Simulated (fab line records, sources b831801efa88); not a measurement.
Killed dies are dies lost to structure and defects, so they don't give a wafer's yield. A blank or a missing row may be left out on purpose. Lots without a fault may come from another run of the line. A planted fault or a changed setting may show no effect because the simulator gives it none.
Chamber matching | flow gf180mcu | GF_V2_CVD_02 on pecvd-04: 3 sister chambers
The step deposits SiO2 from TEOS, target thk 850 nm, time 94.851 s. 3 wafers are shown with their chamber, then 6 later ones without.

WAFERS WITH THEIR CHAMBER
wafer  | chamber | heater_power_w (W)
L912.2 | 2       | 619
L919.2 | 0       | 718
L919.5 | 1       | 573

WAFERS WITHOUT THEIR CHAMBER
wafer  | heater_power_w (W)
L922.1 | 539
L922.4 | 584
L922.5 | 730
L926.3 | 582
L926.4 | 722
L926.5 | 615

WHICH CHAMBER EACH WENT THROUGH
wafer  | from the rows above     | in truth
L922.1 | 1                       | 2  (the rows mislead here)
L922.4 | can't be placed: 1 or 2 | 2
L922.5 | 0                       | 0
L926.3 | can't be placed: 1 or 2 | 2
L926.4 | 0                       | 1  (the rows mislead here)
L926.5 | 2                       | 2
Placed correctly: 2 of 6. Can't be placed from these rows: 2 (the true chamber is among the candidates in 2). Placed wrongly: 2.
How it was worked out, from the rows above alone: a wafer's distance from a chamber is the root of the sum, over the readings, of the square of ((its reading less the chamber's mean) divided by the reading's scatter). The wafer belongs to the nearest chamber; if the next one is less than 2 further off, it can't be placed. A chamber's mean is the mean of its shown wafers. The scatter: with one shown wafer a chamber, the root of the mean of the squares of how far each hidden wafer lies from its nearest shown one.
